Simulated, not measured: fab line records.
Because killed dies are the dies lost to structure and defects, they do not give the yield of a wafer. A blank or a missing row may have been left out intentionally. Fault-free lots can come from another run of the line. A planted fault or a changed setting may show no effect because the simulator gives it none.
Which tool did it? / flow sky130 / Sampling: 11 lots, 33 wafers, 7 of 708 route steps

## WHAT THE GAUGES SHOWED, per wafer
SKY_LDD_P_TW_MEAS_11. Usual: LDD_P_TW 639, standard deviation 6.2.
lot=L952; measured=day 19 14:32; on=film_metro-01; LDD_P_TW=644 650 648; flag=
lot=L953; measured=day 19 17:54; on=film_metro-01; LDD_P_TW=648 647 649; flag=
lot=L954; measured=day 20 01:35; on=film_metro-03; LDD_P_TW=641 640 639; flag=
lot=L955; measured=day 20 08:20; on=film_metro-01; LDD_P_TW=648 646 648; flag=
lot=L956; measured=day 21 15:02; on=film_metro-03; LDD_P_TW=638 639 642; flag=
lot=L958; measured=day 21 19:31; on=film_metro-03; LDD_P_TW=640 640 641; flag=
lot=L959; measured=day 22 02:02; on=film_metro-01; LDD_P_TW=644 640 639; flag=
lot=L960; measured=day 23 09:18; on=film_metro-03; LDD_P_TW=639 639 635; flag=
lot=L973; measured=day 27 05:34; on=film_metro-04; LDD_P_TW=635 631 635; flag=
lot=L972; measured=day 27 07:47; on=film_metro-01; LDD_P_TW=644 645 640; flag=
lot=L974; measured=day 27 14:18; on=film_metro-01; LDD_P_TW=645 641 637; flag=

SKY_SD_N_OVL_MEAS_08. Usual: SD_N_OVL -1.5 nm, standard deviation 1.4.
lot=L952; measured=day 28 10:23; on=overlay-01; SD_N_OVL (nm)=-0.7 -0.2 -1.9; flag=
lot=L953; measured=day 28 13:17; on=overlay-01; SD_N_OVL (nm)=-3.0 -1.8 -1.3; flag=
lot=L954; measured=day 28 22:57; on=overlay-02; SD_N_OVL (nm)=-2.3 -1.3 -1.4; flag=
lot=L955; measured=day 29 03:12; on=overlay-02; SD_N_OVL (nm)=0.0 -0.8 0.6; flag=
lot=L956; measured=day 30 08:14; on=overlay-01; SD_N_OVL (nm)=-2.3 -1.7 -3.0; flag=
lot=L958; measured=day 30 13:14; on=overlay-01; SD_N_OVL (nm)=-2.2 -2.7 -0.8; flag=
lot=L959; measured=day 30 17:12; on=overlay-02; SD_N_OVL (nm)=1.2 1.0 1.1; flag=
lot=L960; measured=day 31 18:35; on=overlay-01; SD_N_OVL (nm)=-2.5 -2.9 -1.5; flag=
lot=L973; measured=day 35 08:58; on=overlay-02; SD_N_OVL (nm)=-0.1 -2.6 -2.9; flag=
lot=L972; measured=day 35 09:57; on=overlay-01; SD_N_OVL (nm)=-1.2 -1.0 -1.1; flag=
lot=L974; measured=day 35 13:44; on=overlay-02; SD_N_OVL (nm)=-2.2 -2.2 -0.6; flag=

SKY_SD_N_TW_MEAS_12. Usual: SD_N_TW 3968, standard deviation 23.
lot=L952; measured=day 28 10:50; on=film_metro-02; SD_N_TW=3981 3975 3962; flag=
lot=L953; measured=day 28 13:44; on=film_metro-04; SD_N_TW=3965 3951 3960; flag=
lot=L954; measured=day 28 23:23; on=film_metro-04; SD_N_TW=3951 3971 3954; flag=
lot=L955; measured=day 29 03:38; on=film_metro-03; SD_N_TW=3974 3971 3975; flag=
lot=L956; measured=day 30 08:40; on=film_metro-04; SD_N_TW=3929 3932 3933; flag=
lot=L958; measured=day 30 13:41; on=film_metro-02; SD_N_TW=3979 3967 3967; flag=
lot=L959; measured=day 30 17:39; on=film_metro-04; SD_N_TW=3844 3845 3848; flag=OFF
lot=L960; measured=day 31 19:02; on=film_metro-02; SD_N_TW=3852 3862 3857; flag=OFF
lot=L973; measured=day 35 09:25; on=film_metro-02; SD_N_TW=3970 3955 3970; flag=
lot=L972; measured=day 35 10:24; on=film_metro-04; SD_N_TW=3947 3981 3951; flag=
lot=L974; measured=day 35 14:11; on=film_metro-03; SD_N_TW=3989 3988 3965; flag=

SKY_SD_N_RS_MEAS_16: uses a four-point probe to measure. Usual: SD_N_RS 68.61 ohm/sq, standard deviation 0.11.
lot=L952; measured=day 28 11:07; on=film_metro-02; SD_N_RS (ohm/sq)=68.47 68.54 68.69; flag=
lot=L953; measured=day 28 14:01; on=film_metro-03; SD_N_RS (ohm/sq)=68.56 68.63 68.59; flag=
lot=L954; measured=day 28 23:41; on=film_metro-03; SD_N_RS (ohm/sq)=68.69 68.59 68.77; flag=
lot=L955; measured=day 29 03:56; on=film_metro-02; SD_N_RS (ohm/sq)=68.53 68.54 68.40; flag=
lot=L956; measured=day 30 08:57; on=film_metro-02; SD_N_RS (ohm/sq)=68.57 68.77 68.57; flag=
lot=L958; measured=day 30 13:58; on=film_metro-03; SD_N_RS (ohm/sq)=68.68 68.67 68.76; flag=
lot=L959; measured=day 30 17:57; on=film_metro-04; SD_N_RS (ohm/sq)=72.60 72.62 72.72; flag=OFF
lot=L960; measured=day 31 19:19; on=film_metro-04; SD_N_RS (ohm/sq)=72.86 72.81 72.86; flag=OFF
lot=L973; measured=day 35 09:43; on=film_metro-04; SD_N_RS (ohm/sq)=68.55 68.79 68.63; flag=
lot=L972; measured=day 35 10:46; on=film_metro-04; SD_N_RS (ohm/sq)=68.72 68.50 68.71; flag=
lot=L974; measured=day 35 14:28; on=film_metro-04; SD_N_RS (ohm/sq)=68.66 68.57 68.49; flag=

## EACH LOT AND THE TOOL THAT RAN IT (in order: tool; ch and the chambers of the sampled wafers; start)
lot=L952; SKY_POLY_CUT_ETCH_10=rie_diel-03 ch 1,2, day 24 19:55; SKY_SD_N_IMPLANT_09=implanter-03 ch 0, day 28 10:26; SKY_SD_N_STRIP_11=plasma_asher-01 ch 0,1, day 28 10:44
lot=L953; SKY_POLY_CUT_ETCH_10=rie_diel-03 ch 1,2,3, day 24 23:37; SKY_SD_N_IMPLANT_09=implanter-02 ch 0, day 28 13:20; SKY_SD_N_STRIP_11=plasma_asher-03 ch 0,1, day 28 13:37
lot=L954; SKY_POLY_CUT_ETCH_10=rie_diel-04 ch 0,2, day 25 08:03; SKY_SD_N_IMPLANT_09=implanter-02 ch 0, day 28 22:59; SKY_SD_N_STRIP_11=plasma_asher-03 ch 0,1, day 28 23:17
lot=L955; SKY_POLY_CUT_ETCH_10=rie_diel-04 ch 0,2, day 25 12:43; SKY_SD_N_IMPLANT_09=implanter-04 ch 0, day 29 03:14; SKY_SD_N_STRIP_11=plasma_asher-01 ch 0,1, day 29 03:32
lot=L956; SKY_POLY_CUT_ETCH_10=rie_diel-01 ch 0,2,3, day 26 18:50; SKY_SD_N_IMPLANT_09=implanter-02 ch 0, day 30 08:16; SKY_SD_N_STRIP_11=plasma_asher-03 ch 0,1, day 30 08:34
lot=L958; SKY_POLY_CUT_ETCH_10=rie_diel-01 ch 0,1,3, day 27 00:05; SKY_SD_N_IMPLANT_09=implanter-03 ch 0, day 30 13:17; SKY_SD_N_STRIP_11=plasma_asher-03 ch 0,1, day 30 13:35
lot=L959; SKY_POLY_CUT_ETCH_10=rie_diel-03 ch 1,2, day 27 03:36; SKY_SD_N_IMPLANT_09=implanter-03 ch 0, day 30 17:17; SKY_SD_N_STRIP_11=plasma_asher-02 ch 0,1, day 30 17:34
lot=L960; SKY_POLY_CUT_ETCH_10=rie_diel-04 ch 1,2, day 28 07:19; SKY_SD_N_IMPLANT_09=implanter-03 ch 0, day 31 18:38; SKY_SD_N_STRIP_11=plasma_asher-02 ch 0,1, day 31 18:56
lot=L973; SKY_POLY_CUT_ETCH_10=rie_diel-01 ch 0,3, day 32 00:29; SKY_SD_N_IMPLANT_09=implanter-04 ch 0, day 35 09:02; SKY_SD_N_STRIP_11=plasma_asher-03 ch 0,1, day 35 09:19
lot=L972; SKY_POLY_CUT_ETCH_10=rie_diel-04 ch 2,3, day 32 01:10; SKY_SD_N_IMPLANT_09=implanter-04 ch 0, day 35 10:02; SKY_SD_N_STRIP_11=plasma_asher-01 ch 0,1, day 35 10:19
lot=L974; SKY_POLY_CUT_ETCH_10=rie_diel-03 ch 0,2,3, day 32 07:19; SKY_SD_N_IMPLANT_09=implanter-02 ch 0, day 35 13:47; SKY_SD_N_STRIP_11=plasma_asher-01 ch 0,1, day 35 14:04
- SKY_POLY_CUT_ETCH_10: etches BARC in N2/H2, stops on SiO2, time 45.9 s, target depth 60 nm.
- SKY_SD_N_IMPLANT_09
- SKY_SD_N_STRIP_11: strips in O2/N2.

## AS READ BY THE TOOLS THEMSELVES (means over the sampled wafers that have a number; for cases with no such wafer, the mark the record gives instead)
SKY_POLY_CUT_ETCH_10. Usual: drypump_motor_current_A 5.6 A, standard deviation 0.42; oes_product_au 0.855 a.u., standard deviation 0.005; throttle_valve_pct 13.225 %, standard deviation 0.008.
lot=L952; tool=rie_diel-03; drypump_motor_current_A (A)=5.4; oes_product_au (a.u.)=0.857; throttle_valve_pct (%)=13.226; flag=
lot=L953; tool=rie_diel-03; drypump_motor_current_A (A)=5.5; oes_product_au (a.u.)=0.859; throttle_valve_pct (%)=13.230; flag=
lot=L954; tool=rie_diel-04; drypump_motor_current_A (A)=5.6; oes_product_au (a.u.)=0.855; throttle_valve_pct (%)=13.234; flag=
lot=L955; tool=rie_diel-04; drypump_motor_current_A (A)=5.8; oes_product_au (a.u.)=0.857; throttle_valve_pct (%)=13.224; flag=
lot=L956; tool=rie_diel-01; drypump_motor_current_A (A)=5.5; oes_product_au (a.u.)=0.854; throttle_valve_pct (%)=13.223; flag=
lot=L958; tool=rie_diel-01; drypump_motor_current_A (A)=5.3; oes_product_au (a.u.)=0.855; throttle_valve_pct (%)=13.220; flag=
lot=L959; tool=rie_diel-03; drypump_motor_current_A (A)=5.2; oes_product_au (a.u.)=0.855; throttle_valve_pct (%)=13.211; flag=
lot=L960; tool=rie_diel-04; drypump_motor_current_A (A)=5.7; oes_product_au (a.u.)=0.857; throttle_valve_pct (%)=13.225; flag=
lot=L973; tool=rie_diel-01; drypump_motor_current_A (A)=5.3; oes_product_au (a.u.)=0.855; throttle_valve_pct (%)=13.227; flag=
lot=L972; tool=rie_diel-04; drypump_motor_current_A (A)=6.3; oes_product_au (a.u.)=0.854; throttle_valve_pct (%)=13.220; flag=
lot=L974; tool=rie_diel-03; drypump_motor_current_A (A)=5.7; oes_product_au (a.u.)=0.858; throttle_valve_pct (%)=13.230; flag=

SKY_SD_N_IMPLANT_09. Usual: 49.997 for beam_energy_keV, sd 0.019.
lot=L952 tool=implanter-03 beam_energy_keV=49.994 flag=
lot=L953 tool=implanter-02 beam_energy_keV=50.008 flag=
lot=L954 tool=implanter-02 beam_energy_keV=49.997 flag=
lot=L955 tool=implanter-04 beam_energy_keV=49.999 flag=
lot=L956 tool=implanter-02 beam_energy_keV=50.013 flag=
lot=L958 tool=implanter-03 beam_energy_keV=49.969 flag=
lot=L959 tool=implanter-03 beam_energy_keV=44.615 flag=OFF
lot=L960 tool=implanter-03 beam_energy_keV=44.614 flag=OFF
lot=L973 tool=implanter-04 beam_energy_keV=50.001 flag=
lot=L972 tool=implanter-04 beam_energy_keV=49.993 flag=
lot=L974 tool=implanter-02 beam_energy_keV=50.019 flag=

SKY_SD_N_STRIP_11. Usual: drypump_motor_current_A 5.58 A, standard deviation 0.23; o2_flow_sccm 3001 sccm, standard deviation 8.9; oes_product_au 0.528 a.u., standard deviation 0.0044; strip_time_to_endpoint_s 22.67 s, standard deviation 0.035.
lot=L952; tool=plasma_asher-01; drypump_motor_current_A (A)=5.76; o2_flow_sccm (sccm)=2993; oes_product_au (a.u.)=0.534; strip_time_to_endpoint_s (s)=22.64; flag=
lot=L953; tool=plasma_asher-03; drypump_motor_current_A (A)=5.34; o2_flow_sccm (sccm)=3010; oes_product_au (a.u.)=0.527; strip_time_to_endpoint_s (s)=22.66; flag=
lot=L954; tool=plasma_asher-03; drypump_motor_current_A (A)=5.32; o2_flow_sccm (sccm)=2994; oes_product_au (a.u.)=0.531; strip_time_to_endpoint_s (s)=22.61; flag=
lot=L955; tool=plasma_asher-01; drypump_motor_current_A (A)=5.75; o2_flow_sccm (sccm)=2998; oes_product_au (a.u.)=0.523; strip_time_to_endpoint_s (s)=22.68; flag=
lot=L956; tool=plasma_asher-03; drypump_motor_current_A (A)=5.34; o2_flow_sccm (sccm)=3003; oes_product_au (a.u.)=0.526; strip_time_to_endpoint_s (s)=22.66; flag=
lot=L958; tool=plasma_asher-03; drypump_motor_current_A (A)=5.52; o2_flow_sccm (sccm)=2999; oes_product_au (a.u.)=0.527; strip_time_to_endpoint_s (s)=22.62; flag=
lot=L959; tool=plasma_asher-02; drypump_motor_current_A (A)=5.59; o2_flow_sccm (sccm)=3021; oes_product_au (a.u.)=0.542; strip_time_to_endpoint_s (s)=21.84; flag=OFF
lot=L960; tool=plasma_asher-02; drypump_motor_current_A (A)=5.53; o2_flow_sccm (sccm)=2997; oes_product_au (a.u.)=0.542; strip_time_to_endpoint_s (s)=21.87; flag=OFF
lot=L973; tool=plasma_asher-03; drypump_motor_current_A (A)=5.51; o2_flow_sccm (sccm)=2998; oes_product_au (a.u.)=0.528; strip_time_to_endpoint_s (s)=22.66; flag=
lot=L972; tool=plasma_asher-01; drypump_motor_current_A (A)=5.70; o2_flow_sccm (sccm)=3003; oes_product_au (a.u.)=0.525; strip_time_to_endpoint_s (s)=22.65; flag=
lot=L974; tool=plasma_asher-01; drypump_motor_current_A (A)=5.75; o2_flow_sccm (sccm)=3006; oes_product_au (a.u.)=0.525; strip_time_to_endpoint_s (s)=22.72; flag=

## THE ANSWER, worked out from the rows above alone
Rule: a lot counts as off when the mean over its wafers that have a number is more than 3 standard deviations away from the usual mean. A lot without any number at a reading at which 4 lots or more have one is off too. Where the step has rows for the other lots, those lots are counted as sound. Order of review: gauges by route order, followed by the tools' own readings, for which a lot's mean as printed above is used. The first step at which some lot is off is used, and at that step the reading that is off furthest; a lot without a number counts as furthest.
Off: L959, L960, seen at SKY_SD_N_TW_MEAS_12 (SD_N_TW).
If a tool, at a process step before that reading, ran all the lots that are off and no sound lot after the first of them, it fits. The gauges at SKY_SD_N_TW_MEAS_12 aren't tried: what is off there is off at SKY_SD_N_IMPLANT_09 too, on other tools, and a gauge's error can't cause that. Undecided on this evidence; 2 tools fit (implanter-03 at SKY_SD_N_IMPLANT_09, plasma_asher-02 at SKY_SD_N_STRIP_11).

## WHAT THE SIMULATOR PUT IN
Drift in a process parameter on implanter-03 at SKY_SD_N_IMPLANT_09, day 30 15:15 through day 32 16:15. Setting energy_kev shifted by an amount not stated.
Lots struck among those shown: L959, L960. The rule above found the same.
